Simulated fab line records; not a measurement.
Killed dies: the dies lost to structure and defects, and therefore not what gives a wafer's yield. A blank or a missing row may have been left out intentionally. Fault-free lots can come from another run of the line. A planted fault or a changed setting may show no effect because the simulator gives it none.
Comparing a struck lot with a sound one | flow sky130 | 35 steps out of a route of 708
Sound: these wafers, L913.3, L913.4, L913.6. Struck: wafer L922.1. (L922.2, L922.4 of the same lot were not struck and are left out.) The cause comes at the end.
Each step with rows lists, per side, the tool, then ch with its chambers, then its first start. Under that, the readings that differ: sound wafers | struck wafers | difference of the means | sigmas: that difference in standard deviations of wafers without a fault.
alike: words and numbers the same on both sides, and readings whose means are apart by under 2 such deviations; not compared: readings that were withheld, readings missing a value for some wafer, numbers with overlapping values and no deviation given by the record, and bounds like >300 which may hide the same value.
A row with sigmas, a row that says differs or no value, or rows on one side alone: a step with any of these is where the two part. Non-overlapping numbers with no deviation appear without sigmas and do not part them. A reading missing from all wafers of one side parts the sides only when that side holds two or more wafers.

first, 10 steps without rows for these wafers: SKY_VIA1_STRIP_16 (strips in O2/N2); SKY_VIA1_STRIP_17 (strips in post etch residue remover, time 1200 s); SKY_VIA1_CLEAN_18 (cleans in IPA, time 180 s); SKY_VIA1_CLEAN_19 (cleans in O3/DIW); SKY_VIA1_SPUTTER_20 (material TiN, target thk 20 nm, time 80 s); SKY_VIA1_CVD_21 (deposits W, target thk 270 nm, time 80.902 s); SKY_VIA1_CMP_24 (polishes, stops on SiO2, t overpolish 15 s, target thk 0 nm); SKY_METAL2_SPUTTER_00 (material Ti, target thk 15 nm, time 10 s); SKY_METAL2_SPUTTER_01 (material TiN, target thk 20 nm, time 17.19 s); SKY_METAL2_SPUTTER_02 (material AlCu, target thk 250 nm, time 13.3 s).
SKY_METAL2_SPUTTER_03: material Ti, target thk 5 nm, time 3.3 s.
  sound: pvd-sputter-01 at day 36 06:56; struck: pvd-sputter-01 at day 38 23:35
  alike: cathode-dc-power-W, throttle-valve-pct
then, 23 steps without rows for these wafers: SKY_METAL2_SPUTTER_04 (material TiN, target thk 70 nm, time 58.3 s); SKY_METAL2_DEHYDRATE_07 (time 60 s); SKY_METAL2_HMDS_08 (prime time 60 s); SKY_METAL2_COAT_09 (resist thk 60 nm); SKY_METAL2_COAT_10 (resist thk 450 nm); SKY_METAL2_SOFTBAKE_11 (time 90 s); SKY_METAL2_EXPOSE_12 (exposes mask MM2, target cd 140 nm); SKY_METAL2_PEB_13; SKY_METAL2_DEVELOP_14 (develop time 60 s); SKY_METAL2_DESCUM_17 (chemistry O2, time 8 s); SKY_METAL2_ETCH_18 (etches BARC in N2/H2, stops on SiO2, time 45.9 s, target depth 60 nm); SKY_METAL2_METAL_ETCH_19 (etches the open film in Cl2/BCl3, stops on SiO2, target depth 360 nm, time 78 s); SKY_METAL2_STRIP_20 (strips in O2/N2); SKY_METAL2_STRIP_21 (strips in post etch residue remover, time 1200 s); SKY_METAL2_CLEAN_22 (cleans in IPA, time 180 s); SKY_METAL2_CLEAN_23 (cleans in O3/DIW); SKY_VIA2_HDPCVD_00 (deposits SiO2, target thk 1180 nm, time 196.7 s); SKY_VIA2_CMP_02 (polishes SiO2); SKY_VIA2_DEHYDRATE_04 (time 60 s); SKY_VIA2_HMDS_05 (prime time 60 s); SKY_VIA2_COAT_06 (resist thk 60 nm); SKY_VIA2_COAT_07 (resist thk 450 nm); SKY_VIA2_SOFTBAKE_08 (time 90 s).
-- the record jumps here: 10 days lie between the struck wafers' starts before and after (it left off in module VIA2 and takes up again in module PAD_OPEN, whose first step shown is number 708 of the route) --
SKY_PAD_OPEN_PROBE_99:
  sound: prober-02 at day 47 08:07; struck: prober-01 at day 49 08:20
  reading                               | sound              | struck                   | difference                   | sigmas
  hold                                  | - - -              | await-dispo/4.0h/release | no value on the sound wafers |
  defect-limited-yield (%)              | 83.9 85.6 82.9     | 75.8                     | -8.3                         | -4
  killed_at_M0_to_M3                    | 29 39 49           | 79                       | +40                          | +5
  killed-dies                           | 79 71 84           | 119                      | +41                          | +4
  sort_bin_3_pad_short (%)              | 0.6 1.2 0.6        | 2.0                      | +1.2                         | +3
  sort_bin_5_function (%)               | 9.6 9.3 9.1        | 16.1                     | +6.8                         | +5
  sort-n-pass                           | 413 421 408        | 373                      | -41                          | -4
  sort-yield-pct (%)                    | 83.9 85.6 82.9     | 75.8                     | -8.3                         | -4
  model.etest.tester.sort-n-pass        | 413 421 408        | 373                      | -41                          |
  model.etest.tester.sort-yield-pct (%) | 83.94 85.57 82.93  | 75.81                    | -8.34                        |
  model.etest.tester.sort_bin_5_pct (%) | 9.553 9.35 9.146   | 16.06                    | +6.71                        |
  model.etest.tester.sort_bin_3_pct (%) | 0.6098 1.22 0.6098 | 2.033                    | +1.220                       |
  alike: killed_at_M4_up, killed-at-contacts, killed-at-front-end, killed-at-other, killed-open, killed-short, sort_bin_6_memory

WHERE THEY PART
At SKY_PAD_OPEN_PROBE_99 and nowhere else, as far as this record goes.

WHY: what had been put in by the simulator
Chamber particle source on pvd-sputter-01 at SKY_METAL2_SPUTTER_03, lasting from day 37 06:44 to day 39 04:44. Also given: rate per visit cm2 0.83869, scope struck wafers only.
